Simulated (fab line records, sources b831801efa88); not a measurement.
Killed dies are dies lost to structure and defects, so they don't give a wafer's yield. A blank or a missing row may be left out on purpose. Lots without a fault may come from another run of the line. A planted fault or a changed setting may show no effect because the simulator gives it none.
Chamber matching | flow gf180mcu | GF_V1_CMP_26 on cmp-01: 4 sister chambers
The step polishes, stops on SiO2, t overpolish 15 s, target thk 0 nm. 4 wafers are shown with their chamber, then 6 later ones without.

WAFERS WITH THEIR CHAMBER
wafer  | chamber | motor_current_A (A)
L660.5 | 2       | 11.8
L662.1 | 1       | 10.3
L662.2 | 3       | 9.0
L662.5 | 0       | 10.3

WAFERS WITHOUT THEIR CHAMBER
wafer  | motor_current_A (A)
L667.2 | 11.3
L667.3 | 10.9
L667.6 | 10.8
L669.2 | 8.8
L669.3 | 10.3
L669.6 | 10.8

WHICH CHAMBER EACH WENT THROUGH
wafer  | from the rows above          | in truth
L667.2 | can't be placed: 2 or 0 or 1 | 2
L667.3 | can't be placed: 0 or 1 or 2 | 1
L667.6 | can't be placed: 0 or 1 or 2 | 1
L669.2 | 3                            | 3
L669.3 | can't be placed: 0 or 1      | 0
L669.6 | can't be placed: 0 or 1 or 2 | 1
Placed correctly: 1 of 6. Can't be placed from these rows: 5 (the true chamber is among the candidates in 5). Placed wrongly: 0.
How it was worked out, from the rows above alone: a wafer's distance from a chamber is the root of the sum, over the readings, of the square of ((its reading less the chamber's mean) divided by the reading's scatter). The wafer belongs to the nearest chamber; if the next one is less than 2 further off, it can't be placed. A chamber's mean is the mean of its shown wafers. The scatter: with one shown wafer a chamber, the root of the mean of the squares of how far each hidden wafer lies from its nearest shown one.
